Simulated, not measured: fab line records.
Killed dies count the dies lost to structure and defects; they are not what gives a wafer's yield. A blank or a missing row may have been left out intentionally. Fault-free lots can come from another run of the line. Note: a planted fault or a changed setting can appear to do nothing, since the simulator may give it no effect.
Problem report, 8D (eight disciplines) form, completed by code :: flow sfqLine :: the parts of the form that need people (team, actions taken, sign-off) are left out

## 1. WHAT IS WRONG
spinSpeedRpm at SFQ_TRILAYER_JJ_CE_LITHO_COAT_114 reads a mean of 2759.0 rpm on 9 wafers of 3 lots; wafers without a fault read 3000.1 rpm with a standard deviation of 2. That is -99 or more standard deviations from the usual mean.
The step: resist thk 600 nm.
The first sign was on wafer L493.4 at day 41 22:39, on lithoTrack-03. The record holds 45 wafers of 15 lots with a number at this step. Rule for "out", or "out of limits": more than 4 standard deviations from the usual mean. The rest of the wafers with a number are treated as sound.

## 2. WHAT IT IS AND WHAT IT IS NOT
question: which readings at this step
is: spinSpeedRpm
is not: dispensePressureKPa

question: which lots
is: L493, L494, L495
is not: L482, L483, L485, L486, L489, L491, L499, L500, L501, L502, L503, L505

question: which wafers of those lots
is: all that have a number
is not: -

question: read on which tools
is: lithoTrack-03
is not: lithoTrack-01, lithoTrack-02

question: when
is: from day 41 22:39
is not: up to then (18 sound wafers); but 18 sound wafers of L499, L500, L501, L502, L503, L505 came after

## 3. WHAT RULES OUT EACH SUSPECT
Counting: a tool at any process step up to the reading remains a suspect when it ran all the lots that are out and ran no sound lot after the first of those.
- lithoTrack-03 at SFQ_TRILAYER_JJ_CE_LITHO_COAT_114 (resist thk 600 nm): ruled out as a lasting fault. Following L493 (day 41 22:39), the first lot on it that is out, the sound lots L499, L502 were run on it.
Left after counting: nothing in the record.

## 4. THE CAUSE (what the simulator had put in)
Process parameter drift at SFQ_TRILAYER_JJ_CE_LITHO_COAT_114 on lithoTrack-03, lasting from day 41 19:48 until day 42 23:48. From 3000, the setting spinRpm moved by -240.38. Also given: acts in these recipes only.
Counting ruled it out, wrongly.

## 5. THE CHAIN OF EFFECTS, in route order
Each row: a reading whose mean over the struck wafers that have a number lies more than 3 standard deviations from the usual. Only readings for which the record gives a usual standard deviation are gone through. hours: the time from each lot's start at the first step in this table that gives one to its start at this step, as a median over the lots. sigmas: the change in usual standard deviations.
hours: 0
step: SFQ_TRILAYER_JJ_CE_LITHO_COAT_114
reading: spinSpeedRpm
usual: 3000.1 rpm
on struck wafers: 2759.0
change: -241.1
sigmas: -99 or more
Its process steps:
- SFQ_TRILAYER_JJ_CE_LITHO_COAT_114: resist thk 600 nm.
Later measuring or inspecting steps at which every struck wafer that the step has a row for has a number for every such reading, and none has moved that far: SFQ_M8_OVL_MEAS_948, SFQ_M8_THK_MEAS_950.

## 6. WHAT WOULD HAVE CAUGHT IT SOONER
First out-of-limits reading in this record: day 41 22:39, which is 3 hours after fault onset at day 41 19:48.
